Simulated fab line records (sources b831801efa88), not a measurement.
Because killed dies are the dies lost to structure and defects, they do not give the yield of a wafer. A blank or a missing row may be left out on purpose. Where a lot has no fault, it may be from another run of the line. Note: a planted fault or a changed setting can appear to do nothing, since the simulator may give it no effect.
Struck lot and sound lot, side by side    flow sky130    15 steps out of a route of 708
Sound: the wafers L238.1, L238.3, L238.4. Struck: wafers L249.4, L249.5 (left out: L249.3, a lot-mate that was not struck); the cause follows at the end.
Each step with rows lists, per side, the tool, then ch with its chambers, then its first start. Under that, the readings that differ: sound wafers    struck wafers    difference of the means    sigmas: that difference in standard deviations of wafers without a fault.
alike: readings whose means differ by less than 2 such deviations, and words and numbers that are the same on both sides. not compared: withheld readings, readings that some wafer has no value for, bounds like >300 that may hide the same value, and numbers for which the record gives no deviation and whose values overlap.
The two part at a step that has a row with sigmas, a row that says differs or no value, or rows on one side only. Non-overlapping numbers with no deviation appear without sigmas and do not part them. A reading that every wafer of one side lacks parts them only if that side has two wafers or more.

first, 4 steps without rows for these wafers: SKY_LI_CONTACT_SOFTBAKE_08 (time 90 s); SKY_LI_CONTACT_EXPOSE_09 (exposes mask LICM1, target cd 170 nm); SKY_LI_CONTACT_PEB_10; SKY_LI_CONTACT_DEVELOP_11 (develop time 60 s).
SKY_LI_CONTACT_CD_MEAS_12: the cd target is 170 nm.
  sound: cdSem-01 at day 30 22:28; struck: cdSem-01 at day 34 17:58
  alike: cdNm
SKY_LI_CONTACT_OVL_MEAS_13:
  sound: overlay-02 at day 30 22:35; struck: overlay-01 at day 34 18:03
  alike: LI_CONTACT_OVL
SKY_LI_CONTACT_ETCH_14: etches BARC in N2/H2, stops on SiO2, time 45.9 s, target depth 60 nm.
  sound on rieDiel-01 ch 0,2,3, day 30 22:37; struck on rieDiel-04 ch 1,2, day 34 18:04
  alike: chamberPressureMTorr, drypumpMotorCurrentA, oesProductAu, throttleValvePct
  not compared: rfHoursCounterH
SKY_LI_CONTACT_ETCH_15: etches PSG in C4F8/O2/Ar, stops on Si, target depth 600 nm.
  sound on rieDiel-01 ch 0,2,3, day 30 22:40; struck on rieDiel-04 ch 1,2, day 34 18:07
  alike: chamberPressureMTorr, oesProductAu
SKY_LI_CONTACT_STRIP_16: strips in O2/N2.
  sound on plasmaAsher-01 ch 0,1, day 30 22:44; struck on plasmaAsher-01 ch 1, day 34 18:14
reading                   sound        struck   difference  sigmas
drypumpMotorCurrentA (A)  5.9 5.9 4.7  4.6 4.6  -0.9        -2
  alike: chamberPressureMTorr, oesProductAu, stripTimeToEndpointS
  not compared: rfHoursCounterH
then, 2 steps without rows for these wafers: SKY_LI_CONTACT_CLEAN_17 (cleans in NMP, time 600 s); SKY_LI_CONTACT_PRE_CLEAN_18 (time 5.6 s).
SKY_LI_CONTACT_SPUTTER_19: material Ti, target thk 20 nm, time 106.37 s.
  sound: pvdSputter-03 at day 30 23:02; struck: pvdSputter-04 at day 34 18:29
  alike: throttleValvePct
SKY_LI_CONTACT_SPUTTER_20: material TiN, target thk 20 nm, time 80 s.
  sound: pvdSputter-03 at day 30 23:07; struck: pvdSputter-04 at day 34 18:34
reading                                        sound              struck       difference  sigmas
model.TiN_of_LI_CONTACT_SPUTTER_20.thkNm (nm)  19.62 19.69 19.87  21.28 21.12  +1.47       
  alike: throttleValvePct
SKY_LI_CONTACT_CVD_21: deposits W, target thk 400 nm, time 120.56 s.
  sound on cvdW-01 ch 0,1, day 30 23:11; struck on cvdW-02 ch 0, day 34 18:40
  alike: heaterPowerW
-- here the record skips 15 days between the struck wafers' starts before and after, leaving off in module LI_CONTACT and picking up in module PAD_OPEN (first step shown: number 708 of the route) --
SKY_PAD_OPEN_PROBE_99:
  sound: prober-02 at day 47 05:00; struck: prober-01 at day 50 01:41
reading           sound  struck  difference  sigmas
killedAtFrontEnd  23     10 18   -9          -2
  alike: killed_at_M0_to_M3, killed_at_M4_up, killedAtContacts, killedAtOther, killedDies, killedOpen, killedShort

WHERE THEY PART
At SKY_LI_CONTACT_STRIP_16 first; at SKY_PAD_OPEN_PROBE_99 last (within this record only).

WHY: what the simulator had put in
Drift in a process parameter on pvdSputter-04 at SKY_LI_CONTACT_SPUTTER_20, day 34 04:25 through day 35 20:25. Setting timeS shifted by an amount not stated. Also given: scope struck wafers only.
